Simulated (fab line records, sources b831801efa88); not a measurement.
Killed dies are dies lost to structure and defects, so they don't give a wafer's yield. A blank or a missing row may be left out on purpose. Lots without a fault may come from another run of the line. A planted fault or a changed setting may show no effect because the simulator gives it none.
A struck lot beside a sound one | flow sky130 | 29 steps out of a route of 708
Sound: wafers L541.2, L541.3, L541.4. Struck: wafers L546.1, L546.2, L546.5. The cause comes at the end.
At each step with rows: each side's tool, then ch and its chambers, then its first start. Under that, the readings that differ: sound wafers | struck wafers | difference of the means | sigmas: that difference in standard deviations of wafers without a fault.
alike: readings whose means differ by less than 2 such deviations, and words and numbers that are the same on both sides. not compared: withheld readings, readings that some wafer has no value for, bounds like >300 that may hide the same value, and numbers for which the record gives no deviation and whose values overlap.
The two part at a step that has a row with sigmas, a row that says differs or no value, or rows on one side only. Numbers that don't overlap but have no deviation are shown without sigmas and don't part them. A reading that every wafer of one side lacks parts them only if that side has two wafers or more.

first, 3 steps without rows for these wafers: SKY_METAL1_EXPOSE_12 (exposes mask MM1, target cd 140 nm); SKY_METAL1_PEB_13; SKY_METAL1_DEVELOP_14 (develop time 60 s).
SKY_METAL1_CD_MEAS_15: target cd 140 nm.
  sound on cd_sem-02, day 33 22:28; struck on cd_sem-02, day 35 08:35
  alike: cd_nm
SKY_METAL1_OVL_MEAS_16:
  sound on overlay-02, day 33 22:34; struck on overlay-01, day 35 08:43
  alike: METAL1_OVL
SKY_METAL1_DESCUM_17: chemistry O2, time 8 s.
  sound on rie_metal-01 ch 0,1, day 33 22:35; struck on rie_metal-03 ch 1, day 35 08:45
  alike: drypump_motor_current_A, oes_product_au
  not compared: rf_hours_counter_h
SKY_METAL1_ETCH_18: etches BARC in N2/H2, stops on SiO2, time 45.9 s, target depth 60 nm.
  sound on rie_metal-01 ch 0,1, day 33 22:37; struck on rie_metal-03 ch 1, day 35 08:49
  alike: drypump_motor_current_A, oes_product_au, throttle_valve_pct
  not compared: rf_hours_counter_h
then, 5 steps without rows for these wafers: SKY_METAL1_METAL_ETCH_19 (etches the open film in Cl2/BCl3, stops on SiO2, target depth 360 nm, time 78 s); SKY_METAL1_STRIP_20 (strips in O2/N2); SKY_METAL1_STRIP_21 (strips in post etch residue remover, time 1200 s); SKY_METAL1_CLEAN_22 (cleans in IPA, time 180 s); SKY_METAL1_CLEAN_23 (cleans in O3/DIW).
SKY_VIA1_HDPCVD_00: deposits SiO2, target thk 1030 nm, time 171.7 s.
  sound on hdpcvd-02 ch 0,1,2, day 33 23:23; struck on hdpcvd-02 ch 0,2, day 35 09:43
  no value came back on the struck wafers for pressure_mtorr (mTorr), run_length_s (s); on the sound wafers pressure_mtorr (mTorr) reads 6.014 5.974 5.996
SKY_VIA1_CMP_02: polishes SiO2.
  sound on cmp-01 ch 0,1,2, day 33 23:39; struck on cmp-02 ch 0,1,3, day 35 09:53
  alike: motor_current_A
SKY_VIA1_BOW_MEAS_03:
  sound on film_metro-02, day 33 23:55; struck on film_metro-02, day 35 10:11
  alike: VIA1_BOW
then, 8 steps without rows for these wafers: SKY_VIA1_DEHYDRATE_04 (time 60 s); SKY_VIA1_HMDS_05 (prime time 60 s); SKY_VIA1_COAT_06 (resist thk 60 nm); SKY_VIA1_COAT_07 (resist thk 450 nm); SKY_VIA1_SOFTBAKE_08 (time 90 s); SKY_VIA1_EXPOSE_09 (exposes mask VIM, target cd 150 nm); SKY_VIA1_PEB_10; SKY_VIA1_DEVELOP_11 (develop time 60 s).
SKY_VIA1_CD_MEAS_12: target cd 150 nm.
  sound on cd_sem-02, day 34 23:28; struck on cd_sem-02, day 36 10:47
  alike: cd_nm
SKY_VIA1_OVL_MEAS_13:
  sound on overlay-02, day 34 23:34; struck on overlay-01, day 36 10:55
  alike: VIA1_OVL
SKY_VIA1_ETCH_14: etches BARC in N2/H2, stops on SiO2, time 45.9 s, target depth 60 nm.
  sound on rie_diel-01 ch 0,1,3, day 34 23:35; struck on rie_diel-04 ch 0,2, day 36 10:57
  alike: drypump_motor_current_A, oes_product_au, throttle_valve_pct
  not compared: rf_hours_counter_h
SKY_VIA1_ETCH_15: etches SiO2 in C4F8/O2/Ar, stops on TiN, target depth 351 nm, time 54 s.
  sound on rie_diel-01 ch 0,1,3, day 34 23:38; struck on rie_diel-04 ch 0,2, day 36 10:59
  reading                  | sound             | struck            | difference | sigmas
  oes_product_au (a.u.)    | 0.982 0.980 0.993 | 0.374 0.373 0.375 | -0.611     | -99 or more
  model.etch.depth_nm (nm) | 344.4 344.8 346.1 | 0 0 0             | -345       |
SKY_VIA1_STRIP_16: strips in O2/N2.
  sound on plasma_asher-03 ch 0,1, day 34 23:41; struck on plasma_asher-03 ch 0,1, day 36 11:02
  alike: drypump_motor_current_A, oes_product_au, strip_time_to_endpoint_s
  not compared: rf_hours_counter_h
-- the record jumps here: 11 days lie between the struck wafers' starts before and after (it left off in module VIA1 and takes up again in module PAD_OPEN, whose first step shown is number 708 of the route) --
SKY_PAD_OPEN_PROBE_99:
  the record has rows for the struck wafers here (prober-02, day 47 15:35) and none for the sound ones

WHERE THEY PART
First at SKY_VIA1_HDPCVD_00; last, within this record, at SKY_PAD_OPEN_PROBE_99.

WHY: what the simulator had put in
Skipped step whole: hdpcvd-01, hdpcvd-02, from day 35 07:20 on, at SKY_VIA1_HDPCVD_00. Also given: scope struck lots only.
